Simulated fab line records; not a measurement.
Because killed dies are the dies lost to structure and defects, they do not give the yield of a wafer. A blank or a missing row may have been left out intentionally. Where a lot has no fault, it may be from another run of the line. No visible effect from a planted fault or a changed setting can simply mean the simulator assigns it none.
Which tool did it? + flow sky130 + Sampling: 6 lots, 18 wafers, 3 of 708 route steps

== WHAT THE GAUGES READ, wafer by wafer ==
SKY_METAL4_CD_MEAS_13 targets a cd of 300 nm.
| lot  | measured     | on       | cdNm (nm)         |
|------|--------------|----------|-------------------|
| L932 | day 42 22:41 | cdSem-01 | 297.8 298.9 296.8 |
| L933 | day 43 18:18 | cdSem-02 | 301.0 301.0 301.7 |
| L937 | day 44 05:36 | cdSem-01 | 300.8 299.9 301.3 |
| L939 | day 44 23:38 | cdSem-01 | 297.6 298.4 299.6 |
| L941 | day 45 11:41 | cdSem-02 | 298.5 301.0 301.0 |
| L951 | day 47 10:02 | cdSem-01 | 298.1 299.7 300.5 |

== EACH LOT AND THE TOOL THAT RAN IT (in order: tool; ch and the chambers of the sampled wafers; start) ==
| lot  | SKY_VIA2_STRIP_16                   | SKY_METAL4_SPUTTER_04       |
|------|-------------------------------------|-----------------------------|
| L932 | plasmaAsher-02 ch 0,1, day 37 15:59 | pvdSputter-02, day 40 22:19 |
| L933 | plasmaAsher-04 ch 0,1, day 38 12:23 | pvdSputter-04, day 41 18:29 |
| L937 | plasmaAsher-04 ch 0,1, day 39 01:59 | pvdSputter-04, day 42 08:02 |
| L939 | plasmaAsher-04 ch 0,1, day 39 21:32 | pvdSputter-02, day 43 02:52 |
| L941 | plasmaAsher-04 ch 0,1, day 40 11:51 | pvdSputter-04, day 43 18:12 |
| L951 | plasmaAsher-02 ch 0,1, day 42 20:07 | pvdSputter-02, day 45 17:16 |
- SKY_VIA2_STRIP_16: strips in O2/N2.
- SKY_METAL4_SPUTTER_04: material TiN, target thk 70 nm, time 58.3 s.

== THE ANSWER, worked out from the rows above alone ==
Rule: the lots themselves supply what counts as usual. Put in order of their means at a reading, lots are off if they are a third of the lots or fewer, leave a main group of 4 or more, and stand apart from it by a gap of 3 or more times the standard deviation of the main group's means; of several such gaps the widest counts. Not used: any main group whose means are identical at the precision the tables above print for the reading. A lot without any number at a reading at which 4 lots or more have one is off too. All remaining lots with rows at the step are treated as sound.
No lot is off at any reading shown: from this, nothing can be told.

== WHAT HAD BEEN PUT IN BY THE SIMULATOR ==
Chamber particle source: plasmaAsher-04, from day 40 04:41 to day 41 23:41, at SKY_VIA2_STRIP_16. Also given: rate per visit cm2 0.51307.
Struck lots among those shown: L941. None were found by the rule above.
